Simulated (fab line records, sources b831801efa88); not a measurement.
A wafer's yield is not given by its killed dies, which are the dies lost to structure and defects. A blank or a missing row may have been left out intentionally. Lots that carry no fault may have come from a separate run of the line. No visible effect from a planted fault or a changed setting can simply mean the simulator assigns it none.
Which tool was responsible?	flow sky130	12 lots, 36 wafers sampled, at 2 steps of a route of 708

== WHAT EACH GAUGE READ, for each wafer ==
SKY_SD_N_RS_MEAS_18: a four-point-probe measurement.
lot	measured	on	RES_XHIGH_RS (ohm/sq)
L075	day 28 22:58	filmMetro-04	334.1 333.5 333.3
L077	day 29 06:28	filmMetro-01	331.8 332.2 331.6
L079	day 30 03:13	filmMetro-02	331.3 331.9 331.8
L081	day 30 18:02	filmMetro-01	335.0 335.4 333.8
L083	day 31 07:17	filmMetro-04	331.5 332.9 332.9
L085	day 32 02:05	filmMetro-04	334.1 334.3 335.7
L087	day 32 15:06	filmMetro-04	332.2 333.2 332.5
L089	day 33 11:01	filmMetro-01	333.5 331.9 333.6
L091	day 33 21:10	filmMetro-04	332.0 333.8 333.9
L093	day 34 06:19	filmMetro-01	332.2 332.2 332.2
L095	day 34 20:01	filmMetro-04	333.1 333.9 334.0
L097	day 35 10:34	filmMetro-02	331.1 331.3 332.4

== TOOL THAT RAN EACH LOT (tool first, then ch and the chambers of the sampled wafers, then the start) ==
lot	SKY_LDD_HVP_STRIP_09
L075	plasmaAsher-04 ch 0,1, day 22 07:32
L077	plasmaAsher-03 ch 0,1, day 23 01:32
L079	plasmaAsher-04 ch 0, day 23 22:47
L081	plasmaAsher-04 ch 0,1, day 24 14:33
L083	plasmaAsher-01 ch 0,1, day 25 05:09
L085	plasmaAsher-04 ch 0,1, day 26 00:36
L087	plasmaAsher-04 ch 0,1, day 26 14:43
L089	plasmaAsher-03 ch 0,1, day 27 14:51
L091	plasmaAsher-04 ch 0,1, day 27 23:18
L093	plasmaAsher-04 ch 0,1, day 28 09:24
L095	plasmaAsher-04 ch 0,1, day 29 01:56
L097	plasmaAsher-03 ch 0,1, day 29 18:04
- SKY_LDD_HVP_STRIP_09: strips in O2/N2.

== THE ANSWER, worked out from the rows above alone ==
Rule: the usual values come from the lots themselves. The widest of any qualifying gaps counts: lots, ordered by their means at a reading, are off when they make up no more than a third of the lots, leave a main group of 4 or more, and stand apart from it by 3 or more times the standard deviation of that group's means. If all means in a main group match to the digits the tables above print for the reading, that group is not used. A lot without any number at a reading at which 4 lots or more have one is off too. The other lots that the step has rows for count as sound.
No lot is off at any reading shown: from this, nothing can be told.

== WHAT WAS PUT IN BY THE SIMULATOR ==
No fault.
